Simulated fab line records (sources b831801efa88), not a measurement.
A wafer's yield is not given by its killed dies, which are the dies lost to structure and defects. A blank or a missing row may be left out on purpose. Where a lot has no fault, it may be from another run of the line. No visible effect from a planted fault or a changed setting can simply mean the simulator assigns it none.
A struck lot beside a sound one	flow sky130	16 out of 708 route steps
Sound: the wafers L707.1, L707.3, L707.6. Wafers struck: L706.3, L706.4, L706.5. At the end, the cause is stated.
For every step that has rows: the tool of each side, followed by ch and its chambers, followed by its first start. Under that, the readings that differ: sound wafers	struck wafers	difference of the means	sigmas: that difference in standard deviations of wafers without a fault.
alike: readings with means less than 2 such deviations apart, plus words and numbers identical on both sides. not compared: withheld readings, readings lacking a value on some wafer, bounds such as >300 that could conceal the same value, and numbers that have no deviation in the record and whose values overlap.
Wherever a step has rows on one side only, a row that says differs or no value, or a row with sigmas, the two part there. Numbers that have no deviation but don't overlap get no sigmas and don't part them. Lack of a reading on every wafer of one side parts them only where that side has two or more wafers.

first, 5 steps without rows for these wafers: SKY_SONOS_TUNNEL_COAT_02 (resist thk 1140 nm); SKY_SONOS_TUNNEL_SOFTBAKE_03 (time 60 s); SKY_SONOS_TUNNEL_EXPOSE_04 (exposes mask TUNM, target cd 410 nm); SKY_SONOS_TUNNEL_PEB_05; SKY_SONOS_TUNNEL_DEVELOP_06 (develop time 60 s).
SKY_SONOS_TUNNEL_CD_MEAS_07: the cd target is 410 nm.
  sound on cdSem-02, day 15 02:45; struck on cdSem-01, day 15 07:34
  alike: cdNm
SKY_SONOS_TUNNEL_OVL_MEAS_08:
  sound on overlay-01, day 15 02:52; struck on overlay-02, day 15 07:39
  alike: SONOS_TUNNEL_OVL
then, 3 steps without rows for these wafers: SKY_SONOS_TUNNEL_IMPLANT_09; SKY_SONOS_TUNNEL_WET_ETCH_10 (etches SiO2 in dHF, target depth 14 nm, time 280 s); SKY_SONOS_TUNNEL_STRIP_11 (strips in SPM, time 600 s).
SKY_SONOS_TUNNEL_TW_MEAS_12:
  sound on filmMetro-04, day 15 03:19; struck on filmMetro-03, day 15 08:06
  alike: SONOS_TUNNEL_TW
then, 1 step without rows for these wafers: SKY_SONOS_TUNNEL_CLEAN_13 (cleans in dHF, time 20 s).
SKY_SONOS_ONO_OXIDATION_00: stabilise 600 s, purge 300 s, target thk 2.6 nm.
  sound on furnace-02 ch 0, day 15 03:27; struck on furnace-01 ch 0, day 15 08:10
reading	sound	struck	difference	sigmas
spikeTcBottomC (C)	813.9 815.5 813.6	844.2 842.9 843.4	+29.2	+13
spikeTcCentreC (C)	799.9 801.9 798.7	825.5 826.4 828.1	+26.5	+22
spikeTcLowerC (C)	798.9 799.7 800.5	826.7 824.5 827.3	+26.5	+22
spikeTcTopC (C)	812.5 810.9 810.5	836.7 837.2 837.4	+25.8	+17
spikeTcUpperC (C)	798.3 800.3 799.1	825.2 825.2 827.0	+26.6	+27
tubeCenterTempC (C)	799.94 800.01 799.96	824.63 824.62 824.78	+24.71	+99 or more
tube_center_temp_C_max	802.2 802.0 802.4	827.1 826.5 826.7	+24.6	+72
model.SiO2_of_SONOS_ONO_OXIDATION_00.thkNm (nm)	2.561 2.599 2.582	3.701 3.66 3.664	+1.094	
SKY_SONOS_ONO_THK_MEAS_01:
  sound on filmMetro-02, day 15 04:48; struck on filmMetro-03, day 15 09:32
reading	sound	struck	difference	sigmas
SONOS_ONO_OXIDATION_THK (nm)	2.54 2.60 2.62	3.73 3.67 3.68	+1.11	+23
then, 1 step without rows for these wafers: SKY_SONOS_ONO_CVD_02 (deposits Si3N4 from DCS/NH3, target thk 10.5 nm, time 180 s).
-- the record jumps here: 33 days lie between the struck wafers' starts before and after (it left off in module SONOS_ONO and takes up again in module PAD_OPEN, whose first step shown is number 708 of the route) --
SKY_PAD_OPEN_PROBE_99:
  sound on prober-01, day 48 16:26; struck on prober-01, day 48 19:10
reading	sound	struck	difference	sigmas
model.etest.sonosErased.driveUaUm	199.4 200.4 215.3	21.08 23.57 21.76	-182.90	
model.etest.sonosUncharged.rOnOhmUm	809.8 800.5 809.5	842.4 829.2 820.7	+24.2	
model.etest.sonosProgrammed.offLog10AUm	-13.99 -13.89 -13.97	-12.33 -12.98 -12.57	+1.32	
model.etest.sonosErased.vtV (V)	-2.338 -2.33 -2.349	-0.3762 -0.4359 -0.3997	+1.9351	
model.etest.capOno.gateLog10ACm2	-7.911 -7.831 -7.719	-9.15 -9.077 -9.144	-1.30	
model.etest.capOno.gateBvV (V)	16.01 16.1 16.54	17.5 17.49 17.59	+1.3	
model.etest.capOno.toxAccNm (nm)	12.79 12.84 12.79	13.88 13.83 13.86	+1.05	
model.etest.sonosProgrammed.vtV (V)	1.484 1.522 1.552	0.8308 0.9165 0.8722	-0.6462	
  alike: killed_at_M0_to_M3, killed_at_M4_up, killedAtContacts, killedAtFrontEnd, killedAtOther, killedDies, killedOpen, killedShort

== WHERE THEY PART ==
First at SKY_SONOS_ONO_OXIDATION_00; last, within this record, at SKY_SONOS_ONO_THK_MEAS_01. Later steps at which nothing parts them and some readings are alike: SKY_PAD_OPEN_PROBE_99.

WHY: what had been put in by the simulator
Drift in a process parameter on furnace-01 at SKY_SONOS_ONO_OXIDATION_00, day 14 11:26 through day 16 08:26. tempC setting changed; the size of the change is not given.
